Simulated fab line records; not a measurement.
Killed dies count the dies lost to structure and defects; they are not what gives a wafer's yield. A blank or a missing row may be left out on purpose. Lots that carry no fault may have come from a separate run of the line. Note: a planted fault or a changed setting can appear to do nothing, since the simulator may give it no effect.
Which tool did it? || flow gf180mcu || 72 wafers from 24 lots sampled at 3 of the route's 602 steps

## WHAT EACH GAUGE READ, for each wafer
GF_M2_THK_MEAS_06: measures by xrf.
{"lot": "L074", "measured": "day 17 22:04", "on": "filmMetro-04", "M2_ALCU_THK (nm)": "471 464 466"}
{"lot": "L075", "measured": "day 18 12:46", "on": "filmMetro-04", "M2_ALCU_THK (nm)": "466 457 459"}
{"lot": "L076", "measured": "day 18 23:32", "on": "filmMetro-04", "M2_ALCU_THK (nm)": "468 467 468"}
{"lot": "L077", "measured": "day 19 02:47", "on": "filmMetro-04", "M2_ALCU_THK (nm)": "454 456 460"}
{"lot": "L078", "measured": "day 19 19:26", "on": "filmMetro-03", "M2_ALCU_THK (nm)": "462 463 468"}
{"lot": "L079", "measured": "day 20 01:48", "on": "filmMetro-02", "M2_ALCU_THK (nm)": "463 467 471"}
{"lot": "L080", "measured": "day 20 05:32", "on": "filmMetro-02", "M2_ALCU_THK (nm)": "465 465 464"}
{"lot": "L081", "measured": "day 21 03:35", "on": "filmMetro-04", "M2_ALCU_THK (nm)": "463 461 464"}
{"lot": "L082", "measured": "day 21 05:08", "on": "filmMetro-04", "M2_ALCU_THK (nm)": "454 462 466"}
{"lot": "L083", "measured": "day 21 11:50", "on": "filmMetro-03", "M2_ALCU_THK (nm)": "461 469 462"}
{"lot": "L084", "measured": "day 22 01:26", "on": "filmMetro-04", "M2_ALCU_THK (nm)": "461 459 462"}
{"lot": "L085", "measured": "day 22 10:38", "on": "filmMetro-04", "M2_ALCU_THK (nm)": "461 472 469"}
{"lot": "L086", "measured": "day 22 19:04", "on": "filmMetro-02", "M2_ALCU_THK (nm)": "458 458 455"}
{"lot": "L087", "measured": "day 23 03:00", "on": "filmMetro-04", "M2_ALCU_THK (nm)": "463 464 461"}
{"lot": "L088", "measured": "day 23 14:18", "on": "filmMetro-04", "M2_ALCU_THK (nm)": "464 470 464"}
{"lot": "L089", "measured": "day 23 22:03", "on": "filmMetro-03", "M2_ALCU_THK (nm)": "464 458 459"}
{"lot": "L090", "measured": "day 24 01:59", "on": "filmMetro-02", "M2_ALCU_THK (nm)": "472 466 470"}
{"lot": "L091", "measured": "day 24 11:24", "on": "filmMetro-02", "M2_ALCU_THK (nm)": "463 468 467"}
{"lot": "L092", "measured": "day 24 18:40", "on": "filmMetro-03", "M2_ALCU_THK (nm)": "463 464 456"}
{"lot": "L093", "measured": "day 25 00:29", "on": "filmMetro-02", "M2_ALCU_THK (nm)": "467 468 459"}
{"lot": "L094", "measured": "day 25 06:13", "on": "filmMetro-02", "M2_ALCU_THK (nm)": "467 464 462"}
{"lot": "L095", "measured": "day 25 16:08", "on": "filmMetro-02", "M2_ALCU_THK (nm)": "464 455 459"}
{"lot": "L096", "measured": "day 26 01:17", "on": "filmMetro-02", "M2_ALCU_THK (nm)": "452 451 451"}
{"lot": "L097", "measured": "day 26 07:44", "on": "filmMetro-03", "M2_ALCU_THK (nm)": "471 472 468"}

GF_V3_THK_MEAS_01.
{"lot": "L074", "measured": "day 21 01:19", "on": "filmMetro-04", "V3_CVD_00_THK (nm)": "606 607 609"}
{"lot": "L075", "measured": "day 21 17:06", "on": "filmMetro-01", "V3_CVD_00_THK (nm)": "599 599 599"}
{"lot": "L076", "measured": "day 22 02:26", "on": "filmMetro-01", "V3_CVD_00_THK (nm)": "609 613 603"}
{"lot": "L077", "measured": "day 22 06:52", "on": "filmMetro-01", "V3_CVD_00_THK (nm)": "609 609 612"}
{"lot": "L078", "measured": "day 22 22:52", "on": "filmMetro-01", "V3_CVD_00_THK (nm)": "621 614 618"}
{"lot": "L079", "measured": "day 23 05:53", "on": "filmMetro-04", "V3_CVD_00_THK (nm)": "597 606 608"}
{"lot": "L080", "measured": "day 23 09:59", "on": "filmMetro-04", "V3_CVD_00_THK (nm)": "591 592 593"}
{"lot": "L081", "measured": "day 24 07:04", "on": "filmMetro-02", "V3_CVD_00_THK (nm)": "602 610 602"}
{"lot": "L082", "measured": "day 24 07:10", "on": "filmMetro-04", "V3_CVD_00_THK (nm)": "600 600 600"}
{"lot": "L083", "measured": "day 24 11:59", "on": "filmMetro-04", "V3_CVD_00_THK (nm)": "607 597 606"}
{"lot": "L084", "measured": "day 25 03:58", "on": "filmMetro-02", "V3_CVD_00_THK (nm)": "600 614 610"}
{"lot": "L085", "measured": "day 25 10:20", "on": "filmMetro-04", "V3_CVD_00_THK (nm)": "603 604 594"}
{"lot": "L086", "measured": "day 25 17:49", "on": "filmMetro-04", "V3_CVD_00_THK (nm)": "599 602 592"}
{"lot": "L087", "measured": "day 26 00:55", "on": "filmMetro-04", "V3_CVD_00_THK (nm)": "603 601 597"}
{"lot": "L088", "measured": "day 26 10:58", "on": "filmMetro-01", "V3_CVD_00_THK (nm)": "605 598 594"}
{"lot": "L089", "measured": "day 26 18:18", "on": "filmMetro-01", "V3_CVD_00_THK (nm)": "610 611 606"}
{"lot": "L090", "measured": "day 26 21:47", "on": "filmMetro-04", "V3_CVD_00_THK (nm)": "603 609 597"}
{"lot": "L091", "measured": "day 27 06:35", "on": "filmMetro-04", "V3_CVD_00_THK (nm)": "603 598 598"}
{"lot": "L092", "measured": "day 27 12:05", "on": "filmMetro-04", "V3_CVD_00_THK (nm)": "607 602 615"}
{"lot": "L093", "measured": "day 27 17:43", "on": "filmMetro-02", "V3_CVD_00_THK (nm)": "598 599 598"}
{"lot": "L094", "measured": "day 27 22:55", "on": "filmMetro-01", "V3_CVD_00_THK (nm)": "597 598 598"}
{"lot": "L095", "measured": "day 28 08:37", "on": "filmMetro-04", "V3_CVD_00_THK (nm)": "603 607 600"}
{"lot": "L096", "measured": "day 28 17:04", "on": "filmMetro-04", "V3_CVD_00_THK (nm)": "607 603 603"}
{"lot": "L097", "measured": "day 28 22:54", "on": "filmMetro-02", "V3_CVD_00_THK (nm)": "596 593 605"}

GF_V3_THK_MEAS_03.
{"lot": "L074", "measured": "day 21 01:26", "on": "filmMetro-02", "V3_CVD_02_THK (nm)": "871 851 862"}
{"lot": "L075", "measured": "day 21 17:14", "on": "filmMetro-02", "V3_CVD_02_THK (nm)": "844 840 848"}
{"lot": "L076", "measured": "day 22 02:34", "on": "filmMetro-04", "V3_CVD_02_THK (nm)": "842 852 858"}
{"lot": "L077", "measured": "day 22 06:59", "on": "filmMetro-04", "V3_CVD_02_THK (nm)": "850 841 824"}
{"lot": "L078", "measured": "day 22 22:59", "on": "filmMetro-02", "V3_CVD_02_THK (nm)": "845 841 859"}
{"lot": "L079", "measured": "day 23 06:01", "on": "filmMetro-04", "V3_CVD_02_THK (nm)": "839 856 850"}
{"lot": "L080", "measured": "day 23 10:07", "on": "filmMetro-01", "V3_CVD_02_THK (nm)": "840 862 866"}
{"lot": "L081", "measured": "day 24 07:11", "on": "filmMetro-01", "V3_CVD_02_THK (nm)": "832 844 842"}
{"lot": "L082", "measured": "day 24 07:17", "on": "filmMetro-04", "V3_CVD_02_THK (nm)": "845 860 861"}
{"lot": "L083", "measured": "day 24 12:07", "on": "filmMetro-02", "V3_CVD_02_THK (nm)": "830 832 841"}
{"lot": "L084", "measured": "day 25 04:05", "on": "filmMetro-04", "V3_CVD_02_THK (nm)": "860 858 873"}
{"lot": "L085", "measured": "day 25 10:28", "on": "filmMetro-01", "V3_CVD_02_THK (nm)": "852 853 862"}
{"lot": "L086", "measured": "day 25 17:56", "on": "filmMetro-04", "V3_CVD_02_THK (nm)": "832 838 843"}
{"lot": "L087", "measured": "day 26 01:03", "on": "filmMetro-01", "V3_CVD_02_THK (nm)": "835 845 868"}
{"lot": "L088", "measured": "day 26 11:05", "on": "filmMetro-04", "V3_CVD_02_THK (nm)": "845 837 852"}
{"lot": "L089", "measured": "day 26 18:26", "on": "filmMetro-02", "V3_CVD_02_THK (nm)": "836 838 847"}
{"lot": "L090", "measured": "day 26 21:55", "on": "filmMetro-04", "V3_CVD_02_THK (nm)": "841 860 851"}
{"lot": "L091", "measured": "day 27 06:43", "on": "filmMetro-02", "V3_CVD_02_THK (nm)": "846 846 851"}
{"lot": "L092", "measured": "day 27 12:13", "on": "filmMetro-02", "V3_CVD_02_THK (nm)": "862 866 869"}
{"lot": "L093", "measured": "day 27 17:51", "on": "filmMetro-04", "V3_CVD_02_THK (nm)": "836 861 846"}
{"lot": "L094", "measured": "day 27 23:02", "on": "filmMetro-02", "V3_CVD_02_THK (nm)": "854 858 850"}
{"lot": "L095", "measured": "day 28 08:45", "on": "filmMetro-01", "V3_CVD_02_THK (nm)": "830 829 839"}
{"lot": "L096", "measured": "day 28 17:12", "on": "filmMetro-02", "V3_CVD_02_THK (nm)": "835 843 867"}
{"lot": "L097", "measured": "day 28 23:02", "on": "filmMetro-01", "V3_CVD_02_THK (nm)": "841 858 860"}

## TOOL THAT RAN EACH LOT (tool first, then ch and the chambers of the sampled wafers, then the start)
No process step before these readings appears in the record.

## WHAT THE TOOLS THEMSELVES READ (means of the sampled wafers that have a number; where no wafer has one, the mark that the record gives instead)
The record holds no such reading with a usual standard deviation.

## THE ANSWER, worked out from the rows above alone
Rule: what is usual is taken from the lots themselves. The widest of any qualifying gaps counts: lots, ordered by their means at a reading, are off when they make up no more than a third of the lots, leave a main group of 4 or more, and stand apart from it by 3 or more times the standard deviation of that group's means. If all means in a main group match to the digits the tables above print for the reading, that group is not used. Also off: a lot with no number at a reading for which 4 or more lots have one. The other lots that the step has rows for count as sound. The gauges are gone through in route order, then the tools' own readings, and for those a lot's mean is taken as printed above. The first step at which some lot is off is used, and at that step the reading that is off furthest; a lot without a number counts as furthest.
No lot is off at any reading shown: from this, nothing can be told.

## WHAT THE SIMULATOR HAD PUT IN
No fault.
